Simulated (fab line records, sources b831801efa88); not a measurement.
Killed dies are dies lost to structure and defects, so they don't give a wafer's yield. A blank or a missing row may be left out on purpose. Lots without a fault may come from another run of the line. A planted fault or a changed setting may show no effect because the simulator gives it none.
A struck lot beside a sound one | flow sky130 | 18 steps out of a route of 708
Sound: wafers L699.2, L699.3, L699.4. Struck: wafers L712.2, L712.4. (L712.5 of the same lot was not struck and is left out.) The cause comes at the end.
At each step with rows: each side's tool, then ch and its chambers, then its first start. Under that, the readings that differ: sound wafers | struck wafers | difference of the means | sigmas: that difference in standard deviations of wafers without a fault.
alike: readings whose means differ by less than 2 such deviations, and words and numbers that are the same on both sides. not compared: withheld readings, readings that some wafer has no value for, bounds like >300 that may hide the same value, and numbers for which the record gives no deviation and whose values overlap.
The two part at a step that has a row with sigmas, a row that says differs or no value, or rows on one side only. Numbers that don't overlap but have no deviation are shown without sigmas and don't part them. A reading that every wafer of one side lacks parts them only if that side has two wafers or more.

first, 2 steps without rows for these wafers: SKY_CONTACT_PEB_12; SKY_CONTACT_DEVELOP_13 (develop time 60 s).
SKY_CONTACT_CD_MEAS_14: target cd 170 nm.
  sound on cd_sem-02, day 33 05:39; struck on cd_sem-02, day 36 08:45
  alike: cd_nm
SKY_CONTACT_OVL_MEAS_15:
  sound on overlay-02, day 33 05:46; struck on overlay-02, day 36 08:52
  alike: CONTACT_OVL
SKY_CONTACT_ETCH_16: etches BARC in N2/H2, stops on SiO2, time 45.9 s, target depth 60 nm.
  sound on rie_diel-04 ch 0,2,3, day 33 05:47; struck on rie_diel-02 ch 2,3, day 36 08:53
  alike: drypump_motor_current_A, oes_product_au, throttle_valve_pct
  not compared: rf_hours_counter_h
SKY_CONTACT_ETCH_17: etches SiO2 in C4F8/O2/Ar, stops on Si3N4, target depth 340 nm.
  sound on rie_diel-04 ch 0,2,3, day 33 05:50; struck on rie_diel-02 ch 2,3, day 36 08:56
  alike: oes_product_au
SKY_CONTACT_ETCH_18: etches Si3N4 in CHF3/O2, stops on TiN, time 39 s, target depth 75 nm.
  sound on rie_diel-04 ch 0,2,3; struck on rie_diel-02 ch 2,3
  alike: O2_flow_sccm, drypump_motor_current_A, oes_product_au, throttle_valve_pct
  not compared: rf_hours_counter_h
SKY_CONTACT_STRIP_19: strips in O2/N2.
  sound on plasma_asher-02 ch 0,1, day 33 05:55; struck on plasma_asher-02 ch 0,1, day 36 09:01
  alike: drypump_motor_current_A, oes_product_au, strip_time_to_endpoint_s
  not compared: rf_hours_counter_h
then, 3 steps without rows for these wafers: SKY_CONTACT_STRIP_20 (strips in post etch residue remover, time 1200 s); SKY_CONTACT_CLEAN_21 (cleans in IPA, time 180 s); SKY_CONTACT_CLEAN_22 (cleans in O3/DIW).
SKY_CONTACT_SPUTTER_23: material TiN, target thk 20 nm, time 80 s.
  sound on pvd_sputter-04, day 33 06:33; struck on pvd_sputter-02, day 36 09:38
  alike: throttle_valve_pct
SKY_CONTACT_CVD_24: deposits W, target thk 340 nm, time 102.12 s.
  sound on cvd_w-02 ch 0,1, day 33 06:37; struck on cvd_w-02 ch 0,1, day 36 09:43
  reading                               | sound             | struck      | difference | sigmas
  model.W_of_CONTACT_CVD_24.thk_nm (nm) | 337.6 338.6 340.9 | 540.5 537.9 | +200.2     |
  alike: heater_power_w
SKY_CONTACT_RS_MEAS_25: measures by four-point-probe.
  sound on film_metro-02, day 33 06:44; struck on film_metro-02, day 36 10:07
  reading               | sound             | struck      | difference | sigmas
  CONTACT_W_RS (ohm/sq) | 0.340 0.339 0.336 | 0.211 0.212 | -0.127     | -41
  not compared: hold
SKY_CONTACT_THK_MEAS_26: measures by xrf.
  sound on film_metro-02, day 33 06:51; struck on film_metro-02, day 36 17:41
  reading            | sound       | struck  | difference | sigmas
  CONTACT_W_THK (nm) | 327 328 330 | 514 510 | +184       | +52
  not compared: hold
SKY_CONTACT_CMP_27: polishes, stops on SiO2, t overpolish 15 s, target thk 0 nm.
  sound on cmp-01 ch 0,2,3, day 33 06:54; struck on cmp-02 ch 1,3, day 36 18:47
  reading                | sound    | struck                                            | difference                   | sigmas
  hold                   | - - -    | await_dispo/0.8h/release await_dispo/0.8h/release | no value on the sound wafers |
  time_to_endpoint_s (s) | 72 84 84 | 133 141                                           | +57                          | +14
  alike: edge_zone_pressure_frac, motor_current_A, slurry_filter_dp_kPa
then, 1 step without rows for these wafers: SKY_METAL1_SPUTTER_00 (material Ti, target thk 15 nm, time 10 s).
-- the record jumps here: 13 days lie between the struck wafers' starts before and after (it left off in module METAL1 and takes up again in module PAD_OPEN, whose first step shown is number 708 of the route) --
SKY_PAD_OPEN_PROBE_99:
  sound on prober-01, day 47 02:46; struck on prober-01, day 49 13:46
  alike: killed_at_M0_to_M3, killed_at_M4_up, killed_at_contacts, killed_at_front_end, killed_at_other, killed_dies, killed_on_rim, killed_open, killed_short

WHERE THEY PART
First at SKY_CONTACT_RS_MEAS_25; last, within this record, at SKY_CONTACT_CMP_27. Later steps at which nothing parts them and some readings are alike: SKY_PAD_OPEN_PROBE_99.

WHY: what the simulator had put in
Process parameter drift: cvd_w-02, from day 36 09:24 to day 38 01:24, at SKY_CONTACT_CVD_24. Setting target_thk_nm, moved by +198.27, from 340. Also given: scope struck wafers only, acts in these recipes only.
